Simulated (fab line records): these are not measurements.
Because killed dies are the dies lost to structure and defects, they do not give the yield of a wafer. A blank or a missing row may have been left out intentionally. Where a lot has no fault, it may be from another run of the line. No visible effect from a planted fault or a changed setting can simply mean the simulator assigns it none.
fab line records	flow gf180mcu
record: lots: 5	wafers: 15	last_day: 34
route steps=602 shown DUAL_GATE@143
lots that met no fault: taken from a fault-free run of the same line
start_h: the number of hours between the record's first day and the start of the first shown wafer of the lot	wait_h: time in hours since the lot's previous step	" as in the row above	L1.1+2: several wafers, shown together as one row	- either no value or no given start	* or withheld: withheld	< > ~ a bound
route shown NAME@n: names a module that has steps shown in the file, with the first one's number in the route	usual: mean/standard deviation of fault-free wafers	same: alike in all rows	chamber/n: place in a boat	sites: readings site by site	_std_site: their standard deviation	_edge_site: inner sites' mean taken away from outer sites' mean	radius_mm: how far each site lies from the wafer's centre	mask NAME#n: copy n	behind: tool/chamber where the wafer was last shaped	hold: why the lot went on hold/how many hours it stayed there/how the hold came to an end	device: transistor that didn't switch, given as n, p or np	end of line: at the end of the route, the tests of the same wafers	for a step that has no rows: nothing shown but its recipe	killed: dies lost to structure and defects at the first sort, not the wafer's yield	map: a wafer's dies, marking killed ones x, the rest . and places with no die _
set.NAME: the setting that was run; set.NAME@STEP: the one run at that earlier step	model.NAME: the simulator's own value behind a step, which no gauge read
lots at some steps of the route; a table a step, a row a wafer
services: from which hour (start_h, from the record's first day; less than 0 if before it) a tool's chamber was out of use, for how many hours, and why
== steps ==
step: GF_DUAL_GATE_OXIDATION_02
recipe: temp_c: 898.7	ambient: O2	stabilise_s: 600	purge_s: 300	target_thk_a: 108.87	ox_time_s: 1602
usual: spike_tc_upper_C: 898.3/1.1
lot.wafer	tool	chamber	start_h	wait_h	spike_tc_upper_C
L078.3	furnace-02	0	185.13	0.7	896.5
L078.4	"	0	"	"	896.9
L078.6	"	0	"	"	898.0
L080.1	furnace-02	0	202.08	0.0	899.2
L080.2	"	0	"	"	898.3
L080.4	"	0	"	"	896.0
L091.2	furnace-02	0	271.00	0.0	898.9
L091.3	"	0	"	"	897.4
L091.4	"	0	"	"	897.7
L092.4	furnace-01	0	278.76	0.0	897.1
L092.5	"	0	"	"	897.9
L092.6	"	0	"	"	898.6
L095.1	furnace-01	0	302.17	1.5	899.2
L095.2	"	0	"	"	898.6
L095.5	"	0	"	"	898.1
step: GF_DUAL_GATE_THK_MEAS_03
recipe: reads: SiO2_of_DUAL_GATE_OXIDATION_02
usual: DUAL_GATE_OXIDATION_00_THK: 10.73/0.2
lot.wafer	tool	chamber	start_h	wait_h	DUAL_GATE_OXIDATION_00_THK[nm]
L078.3	film_metro-04	-	186.59	0.0	10.81
L078.4	"	-	"	"	10.66
L078.6	"	-	"	"	10.78
L080.1	film_metro-04	-	203.52	0.0	10.74
L080.2	"	-	"	"	10.90
L080.4	"	-	"	"	10.78
L091.2	film_metro-01	-	272.45	0.0	10.83
L091.3	"	-	"	"	11.01
L091.4	"	-	"	"	10.81
L092.4	film_metro-01	-	280.24	0.0	10.70
L092.5	"	-	"	"	10.59
L092.6	"	-	"	"	10.68
L095.1	film_metro-01	-	303.61	0.0	10.55
L095.2	"	-	"	"	10.55
L095.5	"	-	"	"	10.37
step: GF_DUAL_GATE_DEHYDRATE_04
recipe: temp_c: 200	time_s: 60
lot.wafer	tool	chamber	start_h	wait_h
L078.3+4+6	litho_track-03	0	193.97	7.4
L080.1+2+4	litho_track-01	0	211.27	7.7
L091.2+3+4	litho_track-01	0	281.79	9.3
L092.4+5+6	litho_track-03	0	289.80	9.5
L095.1+2+5	litho_track-01	0	312.96	9.3
step: GF_DUAL_GATE_HMDS_05
recipe: prime_time_s: 60	prime_temp_c: 120
lot.wafer	tool	chamber	start_h	wait_h
L078.3+4+6	litho_track-03	0	194.12	0.1
L080.1+2+4	litho_track-01	0	211.42	0.1
L091.2+3+4	litho_track-01	0	281.94	0.1
L092.4+5+6	litho_track-03	0	289.95	0.1
L095.1+2+5	litho_track-01	0	313.11	0.1
step: GF_DUAL_GATE_COAT_06
recipe: resist: NOVOLAK	spin_rpm: 3000	resist_thk_nm: 1000
lot.wafer	tool	chamber	start_h	wait_h
L078.3+4+6	litho_track-03	0	194.27	0.1
L080.1+2+4	litho_track-01	0	211.57	0.1
L091.2+3+4	litho_track-01	0	282.09	0.1
L092.4+5+6	litho_track-03	0	290.10	0.1
L095.1+2+5	litho_track-01	0	313.26	0.1
step: GF_DUAL_GATE_SOFTBAKE_07
recipe: temp_c: 90	time_s: 60	resist: NOVOLAK
lot.wafer	tool	chamber	start_h	wait_h
L078.3+4+6	litho_track-03	0	194.42	0.1
L080.1+2+4	litho_track-01	0	211.72	0.1
L091.2+3+4	litho_track-01	0	282.24	0.1
L092.4+5+6	litho_track-03	0	290.25	0.1
L095.1+2+5	litho_track-01	0	313.41	0.1
step: GF_DUAL_GATE_EXPOSE_08
recipe: mask_id: Dualgate	target_cd_nm: 700	na: 0.6	source_shape: conventional	sigma_outer: 0.6	dose_mj: 140
lot.wafer	tool	chamber	start_h	wait_h	mask
L078.3+4+6	iline_stepper-02	0	-	-	Dualgate#0
L080.1+2+4	iline_stepper-01	0	-	-	Dualgate#0
L091.2+3+4	iline_stepper-01	0	-	-	Dualgate#0
L092.4+5+6	iline_stepper-02	0	-	-	Dualgate#0
L095.1+2+5	iline_stepper-01	0	-	-	Dualgate#0
step: GF_DUAL_GATE_PEB_09
recipe: temp_c: withheld	time_s: *	resist: NOVOLAK
lot.wafer	tool	chamber	start_h	wait_h
L078.3+4+6	litho_track-03	0	-	-
L080.1+2+4	litho_track-03	0	-	-
L091.2+3+4	litho_track-02	0	-	-
L092.4+5+6	litho_track-03	0	-	-
L095.1+2+5	litho_track-02	0	-	-
step: GF_DUAL_GATE_DEVELOP_10
recipe: develop_time_s: 60	dev_temp_c: 23
lot.wafer	tool	chamber	start_h	wait_h
L078.3+4+6	litho_track-03	0	203.42	0.1
L080.1+2+4	litho_track-03	0	220.47	0.1
L091.2+3+4	litho_track-02	0	291.93	0.1
L092.4+5+6	litho_track-03	0	299.55	0.1
L095.1+2+5	litho_track-02	0	323.40	0.1
step: GF_DUAL_GATE_OVL_MEAS_11
usual: DUAL_GATE_OVL: -0.7/1.2
lot.wafer	tool	chamber	start_h	wait_h	DUAL_GATE_OVL[nm]
L078.3	overlay-02	-	203.54	0.1	-1.7
L078.4	"	-	"	"	-0.6
L078.6	"	-	"	"	0.6
L080.1	overlay-02	-	220.62	0.1	0.2
L080.2	"	-	"	"	-0.4
L080.4	"	-	"	"	0.4
L091.2	overlay-01	-	292.06	0.1	-1.9
L091.3	"	-	"	"	-1.9
L091.4	"	-	"	"	-2.4
L092.4	overlay-01	-	299.64	0.1	-1.4
L092.5	"	-	"	"	0.3
L092.6	"	-	"	"	-0.7
L095.1	overlay-02	-	323.55	0.1	-0.9
L095.2	"	-	"	"	-1.5
L095.5	"	-	"	"	0.6
step: GF_DUAL_GATE_WET_ETCH_12
recipe: chemistry: dHF	target_depth_nm: 13	dry: n2_spin	target: SiO2	temp_c: 25	dilution: 100:1	time_s: 260
usual: temp_c: 24.97/0.1
lot.wafer	tool	chamber	start_h	wait_h	temp_c
L078.3	wet_bench-04	0	203.56	0.0	25.01
L078.4	"	0	"	"	25.00
L078.6	"	0	"	"	25.03
L080.1	wet_bench-04	2	220.68	0.0	25.10
L080.2	"	2	"	"	25.03
L080.4	"	2	"	"	25.01
L091.2	wet_bench-04	3	292.09	0.0	24.90
L091.3	"	3	"	"	24.85
L091.4	"	3	"	"	24.68
L092.4	wet_bench-01	0	299.66	0.0	25.01
L092.5	"	0	"	"	24.87
L092.6	"	0	"	"	24.89
L095.1	wet_bench-02	2	323.59	0.0	25.05
L095.2	"	2	"	"	24.85
L095.5	"	2	"	"	25.03
step: GF_DUAL_GATE_STRIP_13
recipe: chemistry: O2/N2	power_w: 1400	pressure_mtorr: 1500	platen_temp_c: 250	o2_flow_sccm: 3000	n2_flow_sccm: 300	overash_fraction: 0.5
usual: drypump_motor_current_A: 5.9/0.52	heater_power_w: 359/40	oes_product_au: 0.716/0.0048	platen_temp_c: 249.97/0.17	strip_time_to_endpoint_s: 12.64/0.032
lot.wafer	tool	chamber	start_h	wait_h	drypump_motor_current_A	heater_power_w	oes_product_au	platen_temp_c	rf_hours_counter_h	strip_time_to_endpoint_s
L078.3	plasma_asher-01	0	203.67	0.0	6.4	351	0.715	250.15	-	12.69
L078.4	"	1	"	"	5.4	317	0.713	250.10	-	12.68
L078.6	"	0	"	"	6.4	354	0.711	250.12	-	12.63
L080.1	plasma_asher-01	0	220.76	0.0	6.4	355	0.711	249.97	44	12.67
L080.2	"	1	"	"	5.5	313	0.714	249.77	44	12.69
L080.4	"	1	"	"	5.4	314	0.715	249.81	-	12.68
L091.2	plasma_asher-02	1	292.25	0.0	5.7	297	0.720	250.02	62	12.67
L091.3	"	0	"	"	5.1	382	0.719	250.13	-	12.71
L091.4	"	1	"	"	5.7	299	0.722	249.77	-	12.68
L092.4	plasma_asher-01	1	299.77	0.0	5.4	314	0.726	249.96	-	12.64
L092.5	"	0	"	"	6.4	342	0.712	249.76	-	12.59
L092.6	"	1	"	"	5.5	318	0.721	250.05	-	12.62
L095.1	plasma_asher-02	1	323.68	0.0	5.7	295	0.713	250.20	66	12.60
L095.2	"	0	"	"	5.1	374	0.714	249.99	66	12.61
L095.5	"	0	"	"	5.2	392	0.713	249.99	-	12.64
== services ==
tool	chamber	start_h	hours	kind
iline_stepper-01	-	164.36	0.5	repair
iline_stepper-01	-	199.40	1.7	pm
litho_track-01	-	201.20	-	consumable_replace:filter
furnace-02	-	225.72	3.7	pm
wet_bench-01	-	232.85	1.7	repair
furnace-01	-	237.08	3.3	pm
plasma_asher-01	-	270.64	2.9	repair
litho_track-03	-	275.43	-	consumable_replace:filter
iline_stepper-02	0	287.24	-	calibration
iline_stepper-02	-	287.34	1.7	pm
furnace-01	-	303.61	3.5	pm
furnace-01	-	318.80	2.9	pm
== key ==
fault none
